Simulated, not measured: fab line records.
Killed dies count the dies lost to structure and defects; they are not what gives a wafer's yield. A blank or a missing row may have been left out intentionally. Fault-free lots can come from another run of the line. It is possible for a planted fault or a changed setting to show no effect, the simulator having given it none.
A lot that was struck, set against a sound lot :: flow sky130 :: 43 steps out of a route of 708
Sound: these wafers, L112.1, L112.4, L112.5. The struck wafers were L123.1, L123.2, L123.5. The cause is given at the end.
For every step that has rows: the tool of each side, followed by ch and its chambers, followed by its first start. Under that, the readings that differ: sound wafers :: struck wafers :: difference of the means :: sigmas: that difference in standard deviations of wafers without a fault.
alike: readings with means less than 2 such deviations apart, plus words and numbers identical on both sides. not compared: withheld readings, readings lacking a value on some wafer, bounds such as >300 that could conceal the same value, and numbers that have no deviation in the record and whose values overlap.
The two part at a step that has a row with sigmas, a row that says differs or no value, or rows on one side only. When numbers do not overlap yet have no deviation, they are printed without sigmas and do not part them. Lack of a reading on every wafer of one side parts them only where that side has two or more wafers.

first, 2 steps without rows for these wafers: SKY_DNWELL_DEVELOP_06 (develop time 60 s); SKY_DNWELL_IMPLANT_07.
SKY_DNWELL_STRIP_08: strips in O2/N2.
  sound on plasma asher-04 ch 0,1, day 3 07:03; struck on plasma asher-04 ch 0,1, day 6 02:11
  alike: drypump motor current A, oes product au, strip time to endpoint s
  not compared: rf hours counter h
SKY_DNWELL_TW_MEAS_09:
  struck on film metro-01, day 6 02:17; sound on film metro-02, day 3 07:09
  alike: DNWELL_TW
then, 7 steps without rows for these wafers: SKY_PWDE_DEHYDRATE_00 (time 60 s); SKY_PWDE_HMDS_01 (prime time 60 s); SKY_PWDE_COAT_02 (resist thk 3000 nm); SKY_PWDE_SOFTBAKE_03; SKY_PWDE_EXPOSE_04 (exposes mask PWDEM, target cd 840 nm); SKY_PWDE_PEB_05; SKY_PWDE_DEVELOP_06 (develop time 60 s).
SKY_PWDE_OVL_MEAS_07:
  struck on overlay-01, day 6 21:50; sound on overlay-01, day 4 00:01
  alike: PWDE_OVL
SKY_PWDE_IMPLANT_08:
  sound on implanter-04 ch 0, day 4 00:04; struck on implanter-01 ch 0, day 6 21:53
reading: beam on s (s)
sound: 10.14 10.07 9.83
struck: 10.67 10.80 10.81
difference: +0.75
sigmas: +4

reading: end station pressure torr (Torr)
sound: 5e-06 4.81e-06 4.94e-06
struck: 6.447e-05 6.431e-05 6.628e-05
difference: +6.010e-05
sigmas: +99 or more

reading: faraday current uA
sound: 20.0 20.2 20.8
struck: 18.4 18.3 18.2
difference: -2.0
sigmas: -5
SKY_PWDE_STRIP_09: strips in O2/N2.
  sound on plasma asher-04 ch 0,1, day 4 00:13; struck on plasma asher-01 ch 0,1, day 6 22:02
  alike: drypump motor current A, oes product au, strip time to endpoint s
  not compared: rf hours counter h
SKY_PWDE_TW_MEAS_10:
  struck on film metro-01, day 6 22:28; sound on film metro-03, day 4 00:19
reading: PWDE_TW
sound: 373.5 374.5 373.7
struck: 382.3 384.6 383.4
difference: +9.5
sigmas: +5
  not compared: hold
then, 6 steps without rows for these wafers: SKY_NWELL_HMDS_04 (prime time 60 s); SKY_NWELL_COAT_05 (resist thk 3000 nm); SKY_NWELL_SOFTBAKE_06; SKY_NWELL_EXPOSE_07 (exposes mask NWM, target cd 840 nm); SKY_NWELL_PEB_08; SKY_NWELL_DEVELOP_09 (develop time 60 s).
SKY_NWELL_OVL_MEAS_10:
  struck on overlay-02, day 7 17:52; sound on overlay-02, day 4 17:25
  alike: NWELL_00_OVL
then, 3 steps without rows for these wafers: SKY_NWELL_IMPLANT_11; SKY_NWELL_IMPLANT_12; SKY_NWELL_IMPLANT_13.
SKY_NWELL_STRIP_14: strips in O2/N2.
  sound on plasma asher-01 ch 0,1, day 4 17:55; struck on plasma asher-02 ch 0,1, day 7 18:22
  alike: drypump motor current A, oes product au, strip time to endpoint s
  not compared: rf hours counter h
SKY_NWELL_TW_MEAS_15:
  struck on film metro-03, day 7 18:28; sound on film metro-03, day 4 18:01
  alike: NWELL_TW
then, 7 steps without rows for these wafers: SKY_NWELL_DEHYDRATE_16 (time 60 s); SKY_NWELL_HMDS_17 (prime time 60 s); SKY_NWELL_COAT_18 (resist thk 3000 nm); SKY_NWELL_SOFTBAKE_19; SKY_NWELL_EXPOSE_20 (exposes mask NWM COMPLEMENT, target cd 840 nm); SKY_NWELL_PEB_21; SKY_NWELL_DEVELOP_22 (develop time 60 s).
SKY_NWELL_OVL_MEAS_23:
  struck on overlay-01, day 8 14:37; sound on overlay-02, day 5 10:55
reading: NWELL_01_OVL (nm)
sound: -2.2 -2.3 -0.9
struck: 0.7 1.1 1.0
difference: +2.7
sigmas: +2
next, for these wafers, 1 step has no rows: SKY_NWELL_IMPLANT_24.
SKY_NWELL_STRIP_25: strips in O2/N2.
  sound on plasma asher-02 ch 0,1, day 5 11:07; struck on plasma asher-01 ch 0,1, day 8 14:49
  alike: drypump motor current A, oes product au, strip time to endpoint s
  not compared: rf hours counter h
SKY_NWELL_TW_MEAS_26:
  struck on film metro-01, day 8 14:55; sound on film metro-02, day 5 11:13
  alike: NWELL_2_TW
then, 1 step without rows for these wafers: SKY_NWELL_CLEAN_27 (cleans in SC1/SC2, time 150 s).
SKY_NWELL_RTA_28: time 30 s.
  sound on rtp anneal-01 ch 0, day 5 11:19; struck on rtp anneal-01 ch 0, day 8 15:01
  alike: anneal temp c max, chamber o2 ppm, lamp power pct, wafer_temp_C_max
SKY_NWELL_RS_MEAS_29: measures by four-point-probe.
  struck on film metro-03, day 8 15:07; sound on film metro-03, day 5 11:25
  alike: NWELL_RS
SKY_NWELL_RS_MEAS_31: measures by four-point-probe.
  struck on film metro-03, day 8 15:43; sound on film metro-03, day 5 11:40
reading: PWDE_RS (ohm/sq)
sound: 5275 5303 5293
struck: 4888 4877 4914
difference: -397
sigmas: -22
  not compared: hold
-- the record jumps here: 41 days lie between the struck wafers' starts before and after (it left off in module NWELL and takes up again in module PAD_OPEN, whose first step shown is number 708 of the route) --
SKY_PAD_OPEN_PROBE_99:
  struck on prober-01, day 49 08:05; sound on prober-01, day 46 06:14
reading: model.etest.res pwde under gate.rs ohm sq
sound: 6162 6206 6148
struck: 5623 5603 5648
difference: -547
sigmas: 
  alike: killed_at_M0_to_M3, killed_at_M4_up, killed at contacts, killed at front end, killed at other, killed dies, killed open, killed short

WHERE THEY PART
Earliest at SKY_PWDE_IMPLANT_08; latest, in this record, at SKY_NWELL_RS_MEAS_31. Later steps at which nothing parts them and some readings are alike: SKY_PAD_OPEN_PROBE_99.

WHY: the cause the simulator had injected
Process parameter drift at SKY_PWDE_IMPLANT_08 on implanter-01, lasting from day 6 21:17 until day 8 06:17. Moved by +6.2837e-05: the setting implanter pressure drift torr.
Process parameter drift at SKY_PWDE_IMPLANT_08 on implanter-01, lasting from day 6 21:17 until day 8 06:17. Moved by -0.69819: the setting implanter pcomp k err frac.
